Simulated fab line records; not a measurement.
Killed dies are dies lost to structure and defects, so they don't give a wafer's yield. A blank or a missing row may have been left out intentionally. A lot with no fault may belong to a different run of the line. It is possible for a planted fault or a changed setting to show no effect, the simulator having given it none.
The tool behind it: which one? :: flow sfq_line :: Sampling: 14 lots, 42 wafers, 2 of 325 route steps

WHAT THE GAUGES READ, wafer by wafer
No reading from a measuring or inspecting step in the record can be judged against a usual standard deviation.

WHICH TOOL RAN EACH LOT (tool, then ch and the chambers of the sampled wafers, then the start)
lot: L218
SFQ_TRILAYER_L0_CAP_PECVD_011: pecvd-04 ch 1,2, day 4 10:40
SFQ_TRILAYER_L0_VIA_ETCH_VIA_ETCH_016: rie_diel-03 ch 0,1,2, day 5 02:56

lot: L219
SFQ_TRILAYER_L0_CAP_PECVD_011: pecvd-03 ch 1,2, day 4 14:26
SFQ_TRILAYER_L0_VIA_ETCH_VIA_ETCH_016: rie_diel-03 ch 1,2,3, day 5 06:32

lot: L220
SFQ_TRILAYER_L0_CAP_PECVD_011: pecvd-01 ch 1,2, day 4 21:28
SFQ_TRILAYER_L0_VIA_ETCH_VIA_ETCH_016: rie_diel-04 ch 1,2,3, day 5 10:08

lot: L221
SFQ_TRILAYER_L0_CAP_PECVD_011: pecvd-04 ch 1,2, day 5 03:28
SFQ_TRILAYER_L0_VIA_ETCH_VIA_ETCH_016: rie_diel-03 ch 0,3, day 5 14:56

lot: L222
SFQ_TRILAYER_L0_CAP_PECVD_011: pecvd-04 ch 0,1,2, day 5 11:52
SFQ_TRILAYER_L0_VIA_ETCH_VIA_ETCH_016: rie_diel-03 ch 0,1,3, day 5 22:10

lot: L223
SFQ_TRILAYER_L0_CAP_PECVD_011: pecvd-01 ch 0,2, day 5 17:52
SFQ_TRILAYER_L0_VIA_ETCH_VIA_ETCH_016: rie_diel-02 ch 0,1,2, day 6 00:32

lot: L224
SFQ_TRILAYER_L0_CAP_PECVD_011: pecvd-03 ch 1,2, day 5 23:22
SFQ_TRILAYER_L0_VIA_ETCH_VIA_ETCH_016: rie_diel-04 ch 0,3, day 6 11:20

lot: L225
SFQ_TRILAYER_L0_CAP_PECVD_011: pecvd-01 ch 0,1,2, day 6 05:22
SFQ_TRILAYER_L0_VIA_ETCH_VIA_ETCH_016: rie_diel-03 ch 1,2, day 6 17:20

lot: L226
SFQ_TRILAYER_L0_CAP_PECVD_011: pecvd-04 ch 0,1, day 6 08:16
SFQ_TRILAYER_L0_VIA_ETCH_VIA_ETCH_016: rie_diel-04 ch 0,3, day 6 18:32

lot: L227
SFQ_TRILAYER_L0_CAP_PECVD_011: pecvd-01 ch 0,2, day 6 16:40
SFQ_TRILAYER_L0_VIA_ETCH_VIA_ETCH_016: rie_diel-04 ch 2,3, day 9 20:44

lot: L228
SFQ_TRILAYER_L0_CAP_PECVD_011: pecvd-04 ch 1,2, day 6 21:28
SFQ_TRILAYER_L0_VIA_ETCH_VIA_ETCH_016: rie_diel-04 ch 2,3, day 10 05:08

lot: L233
SFQ_TRILAYER_L0_CAP_PECVD_011: pecvd-01 ch 1,2, day 7 22:56
SFQ_TRILAYER_L0_VIA_ETCH_VIA_ETCH_016: rie_diel-02 ch 0,2, day 11 16:19

lot: L235
SFQ_TRILAYER_L0_CAP_PECVD_011: pecvd-01 ch 0,1,2, day 8 07:20
SFQ_TRILAYER_L0_VIA_ETCH_VIA_ETCH_016: rie_diel-02 ch 0,2,3, day 12 00:43

lot: L241
SFQ_TRILAYER_L0_CAP_PECVD_011: pecvd-03 ch 0,2, day 9 13:08
SFQ_TRILAYER_L0_VIA_ETCH_VIA_ETCH_016: rie_diel-02 ch 0,3, day 13 19:55
- SFQ_TRILAYER_L0_CAP_PECVD_011: deposits SiO2 from SiH4/N2O, time 13.333 s, target thk 60 nm.
- SFQ_TRILAYER_L0_VIA_ETCH_VIA_ETCH_016: etches SiO2 in CHF3, stops on MoNx KI, target depth 80 nm.

AS READ BY THE TOOLS THEMSELVES (means over the sampled wafers that have a number; for cases with no such wafer, the mark the record gives instead)
SFQ_TRILAYER_L0_CAP_PECVD_011. Usual: heater_power_w 84 W, standard deviation 15; throttle_valve_pct 24.9 %, standard deviation 1.1.
lot: L218
tool: pecvd-04
heater_power_w (W): 84
throttle_valve_pct (%): 24.7
flag: 

lot: L219
tool: pecvd-03
heater_power_w (W): 115
throttle_valve_pct (%): 27.7
flag: 

lot: L220
tool: pecvd-01
heater_power_w (W): 77
throttle_valve_pct (%): 24.1
flag: 

lot: L221
tool: pecvd-04
heater_power_w (W): 76
throttle_valve_pct (%): 24.8
flag: 

lot: L222
tool: pecvd-04
heater_power_w (W): 81
throttle_valve_pct (%): 24.9
flag: 

lot: L223
tool: pecvd-01
heater_power_w (W): 74
throttle_valve_pct (%): 24.4
flag: 

lot: L224
tool: pecvd-03
heater_power_w (W): 116
throttle_valve_pct (%): 28.0
flag: 

lot: L225
tool: pecvd-01
heater_power_w (W): 76
throttle_valve_pct (%): 24.2
flag: 

lot: L226
tool: pecvd-04
heater_power_w (W): 81
throttle_valve_pct (%): 24.9
flag: 

lot: L227
tool: pecvd-01
heater_power_w (W): 72
throttle_valve_pct (%): 24.5
flag: 

lot: L228
tool: pecvd-04
heater_power_w (W): 83
throttle_valve_pct (%): 25.0
flag: 

lot: L233
tool: pecvd-01
heater_power_w (W): 78
throttle_valve_pct (%): 24.2
flag: 

lot: L235
tool: pecvd-01
heater_power_w (W): 82
throttle_valve_pct (%): 24.3
flag: 

lot: L241
tool: pecvd-03
heater_power_w (W): 101
throttle_valve_pct (%): 27.6
flag: 

SFQ_TRILAYER_L0_VIA_ETCH_VIA_ETCH_016. Usual: drypump_motor_current_A 5.9 A, standard deviation 0.52; oes_product_au 0.843 a.u., standard deviation 0.0087.
lot: L218
tool: rie_diel-03
drypump_motor_current_A (A): 6.0
oes_product_au (a.u.): 0.838
flag: 

lot: L219
tool: rie_diel-03
drypump_motor_current_A (A): 6.1
oes_product_au (a.u.): 0.843
flag: 

lot: L220
tool: rie_diel-04
drypump_motor_current_A (A): 5.7
oes_product_au (a.u.): 0.848
flag: 

lot: L221
tool: rie_diel-03
drypump_motor_current_A (A): 6.2
oes_product_au (a.u.): 0.850
flag: 

lot: L222
tool: rie_diel-03
drypump_motor_current_A (A): 5.9
oes_product_au (a.u.): 0.840
flag: 

lot: L223
tool: rie_diel-02
drypump_motor_current_A (A): 5.6
oes_product_au (a.u.): 0.847
flag: 

lot: L224
tool: rie_diel-04
drypump_motor_current_A (A): 5.4
oes_product_au (a.u.): 0.837
flag: 

lot: L225
tool: rie_diel-03
drypump_motor_current_A (A): 5.7
oes_product_au (a.u.): 0.851
flag: 

lot: L226
tool: rie_diel-04
drypump_motor_current_A (A): 5.4
oes_product_au (a.u.): 0.847
flag: 

lot: L227
tool: rie_diel-04
drypump_motor_current_A (A): 5.5
oes_product_au (a.u.): 0.844
flag: 

lot: L228
tool: rie_diel-04
drypump_motor_current_A (A): 5.5
oes_product_au (a.u.): 0.852
flag: 

lot: L233
tool: rie_diel-02
drypump_motor_current_A (A): 5.7
oes_product_au (a.u.): 0.792
flag: OFF

lot: L235
tool: rie_diel-02
drypump_motor_current_A (A): 5.7
oes_product_au (a.u.): 0.793
flag: OFF

lot: L241
tool: rie_diel-02
drypump_motor_current_A (A): 5.6
oes_product_au (a.u.): 0.839
flag: 

THE ANSWER, worked out from the rows above alone
Rule: lot off if the mean of its wafers having a number is beyond 3 standard deviations from the usual mean. A lot without any number at a reading at which 4 lots or more have one is off too. Any other lot the step has rows for is counted as sound. Order of review: gauges by route order, followed by the tools' own readings, for which a lot's mean as printed above is used. The first step at which some lot is off is used, and at that step the reading that is off furthest; a lot without a number counts as furthest.
Off at SFQ_TRILAYER_L0_VIA_ETCH_VIA_ETCH_016 (oes_product_au): L233, L235.
A tool fits if, at that step or a process step before it, it ran every lot that is off, and no sound lot after the first of them. One fits: pecvd-01 at SFQ_TRILAYER_L0_CAP_PECVD_011. Its last sound lot is L227 (day 6 16:40), its first lot that is off L233 (day 7 22:56): a fault that began between those two fits.

WHAT WAS PUT IN BY THE SIMULATOR
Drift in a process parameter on pecvd-01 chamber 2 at SFQ_TRILAYER_L0_CAP_PECVD_011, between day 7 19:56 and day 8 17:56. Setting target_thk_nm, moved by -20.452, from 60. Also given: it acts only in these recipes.
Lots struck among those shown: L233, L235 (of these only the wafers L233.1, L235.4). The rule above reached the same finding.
